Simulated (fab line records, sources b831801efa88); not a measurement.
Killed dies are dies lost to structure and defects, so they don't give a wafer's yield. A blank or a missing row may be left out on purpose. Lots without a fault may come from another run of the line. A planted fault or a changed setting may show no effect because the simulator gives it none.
Problem report in the 8D (eight disciplines) form, filled by code | flow gf180mcu | the parts of the form that need people (team, actions taken, sign-off) are left out

1. THE PROBLEM
oes_product_au at GF_SAB_ETCH_11 reads a mean of 0.907 a.u. on 6 wafers of 2 lots; wafers without a fault read 0.999 a.u. with a standard deviation of 0.007. That is -13 standard deviations from the usual mean.
The step: etches SiO2 in C4F8/O2/Ar, target depth 55 nm, time 8.5 s.
First seen on wafer L326.3, day 19 21:57, on rie_diel-01. The record holds 42 wafers of 14 lots with a number at this step. Rule for "out", or "out of limits": more than 4 standard deviations from the usual mean. The other wafers with a number count as sound.

2. WHAT IT IS AND WHAT IT IS NOT
question                    | is                     | is not
which readings at this step | oes_product_au         | -
which lots                  | L326, L327             | L313, L314, L315, L316, L317, L318, L319, L331, L332, L333, L335, L336
which wafers of those lots  | all that have a number | -
read on which tools         | rie_diel-01            | rie_diel-03, rie_diel-04
when                        | from day 19 21:57      | up to then (21 sound wafers); but 15 sound wafers of L331, L332, L333, L335, L336 came after

3. SUSPECTS, AND WHAT RULES EACH OUT
Counting: a tool at a process step up to the reading stays a suspect if it ran every lot that is out and no sound lot after the first of them.
- rie_diel-01 at GF_SAB_ETCH_11 (etches SiO2 in C4F8/O2/Ar, target depth 55 nm, time 8.5 s): ruled out as a lasting fault. Sound lots L335, L336 ran on it after its first lot that is out, L326 (day 19 21:57).
Left after counting: nothing in the record.

4. THE CAUSE (what the simulator had put in)
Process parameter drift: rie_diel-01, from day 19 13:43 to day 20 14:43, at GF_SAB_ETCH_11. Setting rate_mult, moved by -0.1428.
Counting ruled it out, wrongly.

5. THE CHAIN OF EFFECTS, in route order
Each row: a reading whose mean over the struck wafers that have a number lies more than 3 standard deviations from the usual. Only readings for which the record gives a usual standard deviation are gone through. hours: the time from each lot's start at the first step in this table that gives one to its start at this step, as a median over the lots. sigmas: the change in usual standard deviations.
hours | step           | reading        | usual      | on struck wafers | change | sigmas
0     | GF_SAB_ETCH_11 | oes_product_au | 0.999 a.u. | 0.907            | -0.092 | -13
The process steps in it:
- GF_SAB_ETCH_11: etches SiO2 in C4F8/O2/Ar, target depth 55 nm, time 8.5 s.
Later measuring or inspecting steps at which every struck wafer that the step has a row for has a number for every such reading, and none has moved that far: GF_SALICIDE_THK_MEAS_05, GF_CONTACT_THK_MEAS_03.

6. WHAT WOULD HAVE CAUGHT IT SOONER
In this record the first reading out of limits was taken at day 19 21:57, 8 hours after the fault began at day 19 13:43.
